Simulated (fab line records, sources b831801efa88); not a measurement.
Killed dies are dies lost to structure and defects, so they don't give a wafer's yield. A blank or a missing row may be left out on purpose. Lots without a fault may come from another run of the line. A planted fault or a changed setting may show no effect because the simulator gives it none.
Split-lot experiment | flow sky130 | 5 lots, 23 wafers read, on a route of 708 steps

THE SPLIT
At SKY_PWDE_IMPLANT_08, the setting energy_kev was moved away from the recipe's 150 on 6 of the 23 wafers read, by -5.5% to +2.1%. The other wafers ran this setting at the recipe's value.

The reading is taken at the split's own step.

THE READING
implant.drp_nm (the simulator's own value, which no gauge read), in nm, at SKY_PWDE_IMPLANT_08. The file gives no usual value for it.

wafer  | tool, chamber at the split | energy_kev as run | against the recipe | implant.drp_nm, nm | against lot-mates on the recipe
L078.2 | implanter-02, 0            | 150               | recipe             | 97.97              | -
L078.3 | implanter-02, 0            | 150               | recipe             | 97.97              | -
L078.6 | implanter-02, 0            | 150               | recipe             | 97.97              | -
L079.1 | implanter-04, 0            | 150               | recipe             | 97.97              | -
L079.2 | implanter-04, 0            | 150               | recipe             | 97.97              | -
L079.6 | implanter-04, 0            | 150               | recipe             | 97.97              | -
L079.4 | implanter-04, 0            | 147.5             | -1.7%              | 97.34              | -0.63
L079.5 | implanter-04, 0            | 147.5             | -1.7%              | 97.34              | -0.63
L080.1 | implanter-02, 0            | 150               | recipe             | 97.97              | -
L080.2 | implanter-02, 0            | 150               | recipe             | 97.97              | -
L080.5 | implanter-02, 0            | 150               | recipe             | 97.97              | -
L080.4 | implanter-02, 0            | 153.2             | +2.1%              | 98.82              | +0.85
L080.6 | implanter-02, 0            | 153.2             | +2.1%              | 98.82              | +0.85
L081.1 | implanter-04, 0            | 141.7             | -5.5%              | 95.91              | -2.06
L081.4 | implanter-04, 0            | 141.7             | -5.5%              | 95.91              | -2.06
L081.2 | implanter-04, 0            | 150               | recipe             | 97.97              | -
L081.3 | implanter-04, 0            | 150               | recipe             | 97.97              | -
L081.5 | implanter-04, 0            | 150               | recipe             | 97.97              | -
L085.1 | implanter-04, 0            | 150               | recipe             | 97.97              | -
L085.2 | implanter-04, 0            | 150               | recipe             | 97.97              | -
L085.3 | implanter-04, 0            | 150               | recipe             | 97.97              | -
L085.4 | implanter-04, 0            | 150               | recipe             | 97.97              | -
L085.5 | implanter-04, 0            | 150               | recipe             | 97.97              | -

THE FIT
A straight line over all 23 wafers: implant.drp_nm changes by +0.377 nm for each +1% of energy_kev; r = +1.00; the points scatter about the line by 0.015 nm.
The same after taking each lot's own level away (the mean of its wafers on the recipe; 23 wafers): +0.377 nm for each +1%; r = +1.00; scatter 0.015 nm.
On that fit, the largest move of energy_kev shifts the reading by 2.1 nm.
The lots' own levels span 97.970 to 97.970 nm.
So the lot-to-lot level changes the slope little: the two slopes agree.
Check: with one of the wafers moved furthest among these (-5.5%) left out of the fit, the line predicts -2.09 nm for it against its lot-mates. It came out at -2.06 nm against them.

OTHER SPLITS ON THESE WAFERS
These wafers also went through other splits before the reading. Each is held against what the fit with the lots' levels taken away leaves over:
other split on the same wafers       | wafers away from the commonest value | r with implant.drp_nm (lot level and that fit taken away)
SKY_FIELD_ISO_OXIDATION_01 temp_c    | 18                                   | +0.05
SKY_FIELD_ISO_OXIDATION_22 ox_time_s | 15                                   | -0.05
SKY_NWELL_OXIDATION_01 temp_c        | 15                                   | +0.41
SKY_DNWELL_EXPOSE_04 dose_mj         | 5                                    | +0.12

THE WHOLE CHAIN: every reading that the file lists as answering this split, in the file's order
step                | what it does | reading                                                         | change (the file's fit)               | r (the file's)
SKY_PWDE_IMPLANT_08 |              | implant.rp_nm (the simulator's own value, which no gauge read)  | +3.34 nm for each +1% of the setting  | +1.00
SKY_PWDE_IMPLANT_08 |              | implant.drp_nm (the simulator's own value, which no gauge read) | +0.376 nm for each +1% of the setting | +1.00

THE FILE'S OWN FIT
implant.drp_nm changes by +0.376 nm for each +1% of energy_kev, r = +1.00.
